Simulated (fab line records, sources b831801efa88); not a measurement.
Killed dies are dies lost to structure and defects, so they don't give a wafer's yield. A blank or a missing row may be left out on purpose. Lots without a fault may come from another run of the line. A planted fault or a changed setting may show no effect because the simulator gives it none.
fab line records | flow sky130 | part 2 of 2: steps 30 to 42 of 42
record lots=5 wafers=15 last_day=50
route steps=708 shown VIA2@513 METAL3@532 CAPM@537
lots that met no fault: from a run of the same line without faults
start_h: hours from the record's first day to the start of the lot's first wafer shown | wait_h: hours since the lot's step before | " the same as in the row above | L1.1+2: a row that stands for several wafers | - no value, or no start given | * or withheld: withheld | < > ~ a bound
route shown NAME@n: a module of which the file shows steps, and the number in the route of the first | usual: mean/standard deviation of fault-free wafers | same: alike in all rows | chamber/n: place in a boat | sites: the reading at each site | _std_site: their standard deviation | _edge_site: outer sites' mean less inner sites' | radius_mm: how far each site lies from the wafer's centre | mask NAME#n: copy n | behind: the tool/chamber that last shaped the wafer | hold: why the lot was held/for how many hours/how that ended | device: the transistor (n, p or np) that didn't switch | end of line: the same wafers' tests at the end of the route | a step without rows: its recipe alone | killed: dies lost to structure and defects at the first sort, not the wafer's yield | map: a wafer's dies, x killed, . not, _ none there
set.NAME: the setting as run; set.NAME@STEP: as run at that earlier step | model.NAME: the simulator's own value behind a step, which no gauge read
lots at some steps of the route; a table a step, a row a wafer
services: from which hour (start_h, from the record's first day; less than 0 if before it) a tool's chamber was out of use, for how many hours, and why
## steps
# step SKY_CAPM_DEHYDRATE_05
# recipe temp_c=200 time_s=60
# columns lot.wafer tool chamber start_h wait_h
L078.2+3+5 litho_track-02 0 892.00 11.5
L083.1+3+6 litho_track-04 0 930.69 12.1
L084.1+2+6 litho_track-02 0 936.08 11.5
L085.1+5+6 litho_track-02 0 946.43 10.7
L096.2+3+5 litho_track-02 0 1020.66 10.1
# step SKY_CAPM_HMDS_06
# recipe prime_time_s=60 prime_temp_c=120
# columns lot.wafer tool chamber start_h wait_h
L078.2+3+5 litho_track-02 0 892.15 0.1
L083.1+3+6 litho_track-04 0 930.84 0.1
L084.1+2+6 litho_track-02 0 936.23 0.1
L085.1+5+6 litho_track-02 0 946.58 0.1
L096.2+3+5 litho_track-02 0 1020.81 0.1
# step SKY_CAPM_COAT_07
# recipe resist=NOVOLAK spin_rpm=3000 resist_thk_nm=1140
# columns lot.wafer tool chamber start_h wait_h
L078.2+3+5 litho_track-02 0 892.30 0.1
L083.1+3+6 litho_track-04 0 930.99 0.1
L084.1+2+6 litho_track-02 0 936.38 0.1
L085.1+5+6 litho_track-02 0 946.73 0.1
L096.2+3+5 litho_track-02 0 1020.96 0.1
# step SKY_CAPM_SOFTBAKE_08
# recipe temp_c=90 time_s=60 resist=NOVOLAK
# columns lot.wafer tool chamber start_h wait_h
L078.2+3+5 litho_track-02 0 892.45 0.1
L083.1+3+6 litho_track-04 0 931.14 0.1
L084.1+2+6 litho_track-02 0 936.53 0.1
L085.1+5+6 litho_track-02 0 946.88 0.1
L096.2+3+5 litho_track-02 0 1021.11 0.1
# step SKY_CAPM_EXPOSE_09
# recipe mask_id=CAPM na=0.6 source_shape=conventional sigma_outer=0.6 polarization=unpolarized target_cd_nm=1000 dose_mj=159
# columns lot.wafer tool chamber start_h wait_h mask
L078.2+3+5 iline_stepper-01 0 - - CAPM#0
L083.1+3+6 iline_stepper-02 0 - - CAPM#0
L084.1+2+6 iline_stepper-02 0 - - CAPM#0
L085.1+5+6 iline_stepper-01 0 - - CAPM#0
L096.2+3+5 iline_stepper-02 0 - - CAPM#0
# step SKY_CAPM_PEB_10
# recipe temp_c=withheld time_s=* resist=NOVOLAK
# columns lot.wafer tool chamber start_h wait_h
L078.2+3+5 litho_track-04 0 - -
L083.1+3+6 litho_track-01 0 - -
L084.1+2+6 litho_track-04 0 - -
L085.1+5+6 litho_track-01 0 - -
L096.2+3+5 litho_track-01 0 - -
# step SKY_CAPM_DEVELOP_11
# recipe resist=NOVOLAK developer=TMAH develop_time_s=60 dev_temp_c=23
# columns lot.wafer tool chamber start_h wait_h
L078.2+3+5 litho_track-04 0 905.56 0.1
L083.1+3+6 litho_track-01 0 942.79 0.1
L084.1+2+6 litho_track-04 0 948.34 0.1
L085.1+5+6 litho_track-01 0 959.49 0.1
L096.2+3+5 litho_track-01 0 1032.42 0.1
# step SKY_CAPM_OVL_MEAS_12
# usual CAPM_OVL=-0.1/1.7
# columns lot.wafer tool chamber start_h wait_h CAPM_OVL[nm]
L078.2 overlay-02 - 905.69 0.1 -2.4
L078.3 " - " " -2.9
L078.5 " - " " -0.9
L083.1 overlay-02 - 942.94 0.1 -1.8
L083.3 " - " " -3.1
L083.6 " - " " -0.6
L084.1 overlay-01 - 948.49 0.1 1.1
L084.2 " - " " 0.6
L084.6 " - " " 0.8
L085.1 overlay-02 - 959.64 0.1 -1.7
L085.5 " - " " -2.7
L085.6 " - " " -2.6
L096.2 overlay-02 - 1032.55 0.1 -1.2
L096.3 " - " " 1.4
L096.5 " - " " 1.7
# step SKY_CAPM_METAL_ETCH_13
# recipe target_depth_nm=220 stop_on=SiO2 chemistry=Cl2/BCl3 target=TiN pressure_mtorr=10 icp_w=900 bias_w=48.5 Cl2_flow_sccm=60 bcl3_flow_sccm=30 time_s=62.9
# usual bcl3_flow_sccm=30.00/0.086 drypump_motor_current_A=5.6/0.42 oes_product_au=0.941/0.0065 throttle_valve_pct=21.902/0.0094
# columns lot.wafer tool chamber start_h wait_h bcl3_flow_sccm drypump_motor_current_A oes_product_au rf_hours_counter_h throttle_valve_pct
L078.2 rie_metal-01 1 905.72 0.0 30.04 5.8 0.943 9 21.895
L078.3 " 0 " " 30.05 5.7 0.935 - 21.891
L078.5 " 1 " " 30.01 5.8 0.936 - 21.911
L083.1 rie_metal-01 1 942.98 0.0 29.88 5.8 0.947 10 21.893
L083.3 " 1 " " 30.07 5.8 0.936 - 21.882
L083.6 " 1 " " 29.84 5.8 0.936 - 21.893
L084.1 rie_metal-04 0 948.52 0.0 30.04 6.0 0.935 11 21.915
L084.2 " 1 " " 29.92 5.8 0.933 1 21.909
L084.6 " 1 " " 30.09 5.8 0.939 - 21.904
L085.1 rie_metal-02 0 959.68 0.0 29.96 4.8 0.941 12 21.907
L085.5 " 0 " " 30.03 4.8 0.937 - 21.895
L085.6 " 1 " " 29.95 5.7 0.939 - 21.914
L096.2 rie_metal-01 1 1032.58 0.0 29.80 5.8 0.938 15 21.915
L096.3 " 1 " " 29.89 5.8 0.930 - 21.910
L096.5 " 0 " " 29.92 5.6 0.940 - 21.897
# step SKY_CAPM_STRIP_14
# recipe chemistry=O2/N2 power_w=1400 pressure_mtorr=1500 platen_temp_c=withheld o2_flow_sccm=3000 n2_flow_sccm=300 overash_fraction=0.5
# usual drypump_motor_current_A=5.81/0.26 oes_product_au=0.710/0.0046 strip_time_to_endpoint_s=12.64/0.038
# columns lot.wafer tool chamber start_h wait_h drypump_motor_current_A oes_product_au rf_hours_counter_h strip_time_to_endpoint_s
L078.2 plasma_asher-02 1 905.80 0.1 5.67 0.712 17 12.65
L078.3 " 1 " " 5.72 0.713 - 12.63
L078.5 " 1 " " 5.69 0.714 - 12.65
L083.1 plasma_asher-02 1 943.06 0.1 5.73 0.722 20 12.57
L083.3 " 0 " " 6.08 0.706 - 12.58
L083.6 " 0 " " 6.07 0.714 - 12.60
L084.1 plasma_asher-04 1 948.60 0.1 6.07 0.718 109 12.59
L084.2 " 0 " " 6.23 0.708 109 12.62
L084.6 " 0 " " 6.21 0.712 - 12.63
L085.1 plasma_asher-04 0 959.76 0.1 6.22 0.714 111 12.62
L085.5 " 0 " " 6.21 0.708 - 12.63
L085.6 " 1 " " 6.10 0.712 - 12.69
L096.2 plasma_asher-03 0 1032.66 0.1 5.58 0.715 91 12.67
L096.3 " 0 " " 5.50 0.717 - 12.65
L096.5 " 1 " " 5.62 0.709 - 12.68
# step SKY_CAPM_STRIP_15
# recipe chemistry=post_etch_residue_remover time_s=1200 temp_c=72.5
# columns lot.wafer tool chamber start_h wait_h
L078.2+3+5 wet_bench-03 1 905.90 0.1
L083.1+3+6 wet_bench-02 2 943.16 0.1
L084.1+2+6 wet_bench-01 3 948.70 0.1
L085.1+5+6 wet_bench-01 3 959.86 0.1
L096.2+3+5 wet_bench-01 2 1032.76 0.1
# step SKY_CAPM_CLEAN_16
# recipe chemistry=IPA time_s=180 temp_c=25
# columns lot.wafer tool chamber start_h wait_h
L078.2+3+5 wet_bench-01 2 906.27 0.0
L083.1+3+6 wet_bench-01 2 943.50 0.0
L084.1+2+6 wet_bench-02 3 949.07 0.0
L085.1+5+6 wet_bench-02 0 960.23 0.0
L096.2+3+5 wet_bench-03 3 1033.13 0.0
# step SKY_CAPM_CLEAN_17
# recipe chemistry=O3/DIW dry=n2_spin
# columns lot.wafer tool chamber start_h wait_h
L078.2+3+5 wet_bench-03 2 906.33 0.0
L083.1+3+6 wet_bench-03 1 943.56 0.0
L084.1+2+6 wet_bench-03 1 949.14 0.0
L085.1+5+6 wet_bench-01 3 960.29 0.0
L096.2+3+5 wet_bench-02 2 1033.19 0.0
## services
# columns tool chamber start_h hours kind
pvd_sputter-01 - 849.35 1.8 repair
cmp-01 - 852.07 6.3 repair
krf_scanner-01 - 854.46 4.0 pm
cmp-01 - 854.87 1.4 repair
pvd_sputter-03 - 884.25 2.4 repair
rie_diel-01 0 890.36 3.6 repair
cmp-01 - 912.12 4.0 pm
krf_scanner-01 - 912.63 0.3 repair
rie_diel-02 3 923.67 1.5 repair
wet_bench-04 - 924.90 6.3 repair
pvd_sputter-01 - 931.00 11.1 repair
cmp-01 - 937.70 15.6 repair
krf_scanner-01 - 943.15 1.3 pm
cmp-01 - 943.40 0.6 repair
krf_scanner-01 - 956.57 1.0 pm
krf_scanner-01 - 964.78 3.5 repair
cmp-01 - 967.69 0.7 repair
krf_scanner-01 - 977.83 1.2 repair
wet_bench-01 - 1006.61 1.6 repair
pvd_sputter-04 - 1011.24 4.4 repair
krf_scanner-01 - 1012.52 14.2 repair
pvd_sputter-04 - 1016.66 0.5 repair
cmp-01 - 1028.15 6.8 pm
pvd_sputter-03 - 1032.92 2.4 repair
